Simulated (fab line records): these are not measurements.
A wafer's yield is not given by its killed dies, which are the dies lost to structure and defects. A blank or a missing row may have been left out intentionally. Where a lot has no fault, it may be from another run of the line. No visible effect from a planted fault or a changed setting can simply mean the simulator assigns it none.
Which tool was responsible? :: flow gf180mcu :: Sampling: 14 lots, 42 wafers, 6 of 602 route steps

WHAT EACH GAUGE READ, for each wafer
GF_VT_IMPLANT_OVL_MEAS_18.
lot: L957
measured: day 6 04:50
on: overlay-01
VT_IMPLANT_01_OVL (nm): 1.1 2.2 2.0

lot: L958
measured: day 6 13:30
on: overlay-01
VT_IMPLANT_01_OVL (nm): 1.1 -0.4 0.7

lot: L961
measured: day 7 05:34
on: overlay-02
VT_IMPLANT_01_OVL (nm): 1.3 0.4 -0.8

lot: L962
measured: day 7 14:19
on: overlay-02
VT_IMPLANT_01_OVL (nm): 3.2 1.9 0.7

lot: L963
measured: day 7 18:43
on: overlay-02
VT_IMPLANT_01_OVL (nm): 1.6 1.6 0.1

lot: L964
measured: day 8 02:13
on: overlay-02
VT_IMPLANT_01_OVL (nm): 3.3 3.4 3.5

lot: L965
measured: day 8 09:56
on: overlay-02
VT_IMPLANT_01_OVL (nm): -0.2 -3.3 -1.3

lot: L966
measured: day 8 13:04
on: overlay-02
VT_IMPLANT_01_OVL (nm): -1.4 0.7 -0.4

lot: L972
measured: day 10 06:34
on: overlay-01
VT_IMPLANT_01_OVL (nm): 3.3 3.5 2.4

lot: L975
measured: day 11 01:08
on: overlay-02
VT_IMPLANT_01_OVL (nm): 2.9 0.9 1.3

lot: L976
measured: day 11 09:33
on: overlay-02
VT_IMPLANT_01_OVL (nm): 0.5 1.2 -0.2

lot: L977
measured: day 11 13:19
on: overlay-02
VT_IMPLANT_01_OVL (nm): -0.6 2.5 0.8

lot: L978
measured: day 11 20:12
on: overlay-01
VT_IMPLANT_01_OVL (nm): -0.1 -0.2 0.8

lot: L979
measured: day 12 00:31
on: overlay-01
VT_IMPLANT_01_OVL (nm): 2.5 2.2 3.3

GF_DUAL_GATE_OVL_MEAS_11.
lot: L957
measured: day 8 05:21
on: overlay-01
DUAL_GATE_OVL (nm): 2.8 2.3 2.8

lot: L958
measured: day 8 16:00
on: overlay-01
DUAL_GATE_OVL (nm): 2.6 2.5 1.2

lot: L961
measured: day 9 08:04
on: overlay-02
DUAL_GATE_OVL (nm): 2.2 1.3 0.8

lot: L962
measured: day 9 18:37
on: overlay-01
DUAL_GATE_OVL (nm): 1.6 -0.8 1.2

lot: L963
measured: day 10 02:19
on: overlay-02
DUAL_GATE_OVL (nm): 1.2 2.4 1.8

lot: L964
measured: day 10 09:42
on: overlay-02
DUAL_GATE_OVL (nm): 1.0 -0.2 0.5

lot: L965
measured: day 10 16:01
on: overlay-01
DUAL_GATE_OVL (nm): 0.8 0.9 0.0

lot: L966
measured: day 10 20:19
on: overlay-01
DUAL_GATE_OVL (nm): 0.4 2.8 1.9

lot: L972
measured: day 12 19:39
on: overlay-01
DUAL_GATE_OVL (nm): 0.2 1.0 -0.3

lot: L975
measured: day 13 14:10
on: overlay-02
DUAL_GATE_OVL (nm): 0.2 0.4 -0.3

lot: L976
measured: day 13 22:21
on: overlay-02
DUAL_GATE_OVL (nm): -2.5 -1.5 -3.3

lot: L977
measured: day 14 04:22
on: overlay-02
DUAL_GATE_OVL (nm): -1.7 -0.8 -0.6

lot: L978
measured: day 14 10:26
on: overlay-02
DUAL_GATE_OVL (nm): 4.3 4.2 2.2

lot: L979
measured: day 14 14:37
on: overlay-01
DUAL_GATE_OVL (nm): -0.3 -1.1 -0.2

GF_HV_LDD_TW_MEAS_11.
lot: L957
measured: day 9 20:34
on: film_metro-04
HV_LDD_TW: 2429 2426 2419

lot: L958
measured: day 10 08:31
on: film_metro-01
HV_LDD_TW: 2408 2404 2419

lot: L961
measured: day 11 03:22
on: film_metro-01
HV_LDD_TW: 2401 2410 2401

lot: L962
measured: day 11 14:10
on: film_metro-02
HV_LDD_TW: 2420 2443 2430

lot: L963
measured: day 11 21:40
on: film_metro-04
HV_LDD_TW: 2409 2405 2414

lot: L964
measured: day 12 04:09
on: film_metro-04
HV_LDD_TW: 2364 2358 2330

lot: L965
measured: day 12 11:34
on: film_metro-04
HV_LDD_TW: 2428 2437 2444

lot: L966
measured: day 12 17:09
on: film_metro-01
HV_LDD_TW: 2315 2311 2320

lot: L972
measured: day 14 17:52
on: film_metro-01
HV_LDD_TW: 2401 2402 2406

lot: L975
measured: day 15 14:08
on: film_metro-01
HV_LDD_TW: 2402 2403 2392

lot: L976
measured: day 16 00:04
on: film_metro-01
HV_LDD_TW: 2420 2412 2399

lot: L977
measured: day 16 06:25
on: film_metro-04
HV_LDD_TW: 2431 2425 2424

lot: L978
measured: day 16 11:49
on: film_metro-02
HV_LDD_TW: 2437 2422 2433

lot: L979
measured: day 16 15:45
on: film_metro-04
HV_LDD_TW: 2431 2434 2411

GF_HV_LDD_OVL_MEAS_20.
lot: L957
measured: day 10 14:04
on: overlay-01
HV_LDD_01_OVL (nm): 2.0 1.8 0.9

lot: L958
measured: day 11 02:29
on: overlay-02
HV_LDD_01_OVL (nm): 0.6 3.3 1.4

lot: L961
measured: day 11 21:58
on: overlay-01
HV_LDD_01_OVL (nm): 2.3 1.3 1.3

lot: L962
measured: day 12 08:50
on: overlay-01
HV_LDD_01_OVL (nm): 1.0 0.8 -0.8

lot: L963
measured: day 12 16:59
on: overlay-01
HV_LDD_01_OVL (nm): 1.7 5.4 3.2

lot: L964
measured: day 12 23:22
on: overlay-01
HV_LDD_01_OVL (nm): 2.6 4.6 1.0

lot: L965
measured: day 13 07:32
on: overlay-02
HV_LDD_01_OVL (nm): 0.6 3.5 2.6

lot: L966
measured: day 13 12:49
on: overlay-02
HV_LDD_01_OVL (nm): 2.3 1.7 2.6

lot: L972
measured: day 15 15:08
on: overlay-01
HV_LDD_01_OVL (nm): 2.2 3.4 3.9

lot: L975
measured: day 16 12:08
on: overlay-01
HV_LDD_01_OVL (nm): 2.6 0.1 2.1

lot: L976
measured: day 16 22:22
on: overlay-02
HV_LDD_01_OVL (nm): 1.6 0.1 1.3

lot: L977
measured: day 17 04:38
on: overlay-02
HV_LDD_01_OVL (nm): 0.3 0.8 -0.7

lot: L978
measured: day 17 10:26
on: overlay-01
HV_LDD_01_OVL (nm): 4.8 3.9 2.5

lot: L979
measured: day 17 15:08
on: overlay-02
HV_LDD_01_OVL (nm): -0.6 0.4 -1.4

GF_HV_LDD_RS_MEAS_53: the measuring method here is four-point-probe.
lot: L957
measured: day 12 05:40
on: film_metro-01
HV_LDD_RS (ohm/sq): 417.0 417.9 417.6

lot: L958
measured: day 12 18:29
on: film_metro-02
HV_LDD_RS (ohm/sq): 419.0 419.0 418.3

lot: L961
measured: day 13 14:23
on: film_metro-01
HV_LDD_RS (ohm/sq): 417.9 418.0 417.7

lot: L962
measured: day 14 03:09
on: film_metro-02
HV_LDD_RS (ohm/sq): 419.7 418.4 418.8

lot: L963
measured: day 14 10:44
on: film_metro-02
HV_LDD_RS (ohm/sq): 418.3 419.0 417.8

lot: L964
measured: day 14 17:45
on: film_metro-04
HV_LDD_RS (ohm/sq): 443.6 443.8 445.4

lot: L965
measured: day 15 02:28
on: film_metro-01
HV_LDD_RS (ohm/sq): 418.8 417.7 417.2

lot: L966
measured: day 15 08:12
on: film_metro-04
HV_LDD_RS (ohm/sq): 445.3 446.9 446.8

lot: L972
measured: day 17 13:27
on: film_metro-01
HV_LDD_RS (ohm/sq): 417.4 418.3 417.4

lot: L975
measured: day 18 12:17
on: film_metro-04
HV_LDD_RS (ohm/sq): 420.9 418.8 420.5

lot: L976
measured: day 18 22:23
on: film_metro-01
HV_LDD_RS (ohm/sq): 417.8 417.6 418.8

lot: L977
measured: day 19 04:45
on: film_metro-04
HV_LDD_RS (ohm/sq): 418.3 418.5 418.5

lot: L978
measured: day 19 11:24
on: film_metro-02
HV_LDD_RS (ohm/sq): 418.2 417.7 419.5

lot: L979
measured: day 19 15:15
on: film_metro-01
HV_LDD_RS (ohm/sq): 418.1 418.0 417.4

WHICH TOOL RAN EACH LOT (tool, then ch and the chambers of the sampled wafers, then the start)
lot: L957
GF_HV_LDD_IMPLANT_09: implanter-02 ch 0, day 9 20:20

lot: L958
GF_HV_LDD_IMPLANT_09: implanter-02 ch 0, day 10 08:16

lot: L961
GF_HV_LDD_IMPLANT_09: implanter-03 ch 0, day 11 03:07

lot: L962
GF_HV_LDD_IMPLANT_09: implanter-02 ch 0, day 11 13:56

lot: L963
GF_HV_LDD_IMPLANT_09: implanter-02 ch 0, day 11 21:25

lot: L964
GF_HV_LDD_IMPLANT_09: implanter-02 ch 0, day 12 03:54

lot: L965
GF_HV_LDD_IMPLANT_09: implanter-03 ch 0, day 12 11:21

lot: L966
GF_HV_LDD_IMPLANT_09: implanter-02 ch 0, day 12 16:54

lot: L972
GF_HV_LDD_IMPLANT_09: implanter-03 ch 0, day 14 17:37

lot: L975
GF_HV_LDD_IMPLANT_09: implanter-04 ch 0, day 15 13:55

lot: L976
GF_HV_LDD_IMPLANT_09: implanter-03 ch 0, day 15 23:49

lot: L977
GF_HV_LDD_IMPLANT_09: implanter-02 ch 0, day 16 06:11

lot: L978
GF_HV_LDD_IMPLANT_09: implanter-02 ch 0, day 16 11:34

lot: L979
GF_HV_LDD_IMPLANT_09: implanter-02 ch 0, day 16 15:31
- GF_HV_LDD_IMPLANT_09

AS READ BY THE TOOLS THEMSELVES (means over the sampled wafers that have a number; for cases with no such wafer, the mark the record gives instead)
The record holds no such reading with a usual standard deviation.

THE ANSWER, worked out from the rows above alone
Rule: the lots themselves supply what counts as usual. The widest of any qualifying gaps counts: lots, ordered by their means at a reading, are off when they make up no more than a third of the lots, leave a main group of 4 or more, and stand apart from it by 3 or more times the standard deviation of that group's means. Not used: any main group whose means are identical at the precision the tables above print for the reading. Also off: a lot with no number at a reading for which 4 or more lots have one. All remaining lots with rows at the step are treated as sound. First the gauges in route order, then the tools' own readings, where a lot's mean is used as printed above. At the first step where some lot is off, the reading lying furthest off is the one used; lots without a number count as furthest.
Off: at GF_HV_LDD_TW_MEAS_11 (HV_LDD_TW), L964, L966. The main group has a mean of 2418 with a standard deviation of 12.
If a tool, at a process step before that reading, ran all the lots that are off and no sound lot after the first of them, it fits. Gauges at GF_HV_LDD_TW_MEAS_11: tried the same way as those tools. Of those tried, none fits.

WHAT THE SIMULATOR HAD PUT IN
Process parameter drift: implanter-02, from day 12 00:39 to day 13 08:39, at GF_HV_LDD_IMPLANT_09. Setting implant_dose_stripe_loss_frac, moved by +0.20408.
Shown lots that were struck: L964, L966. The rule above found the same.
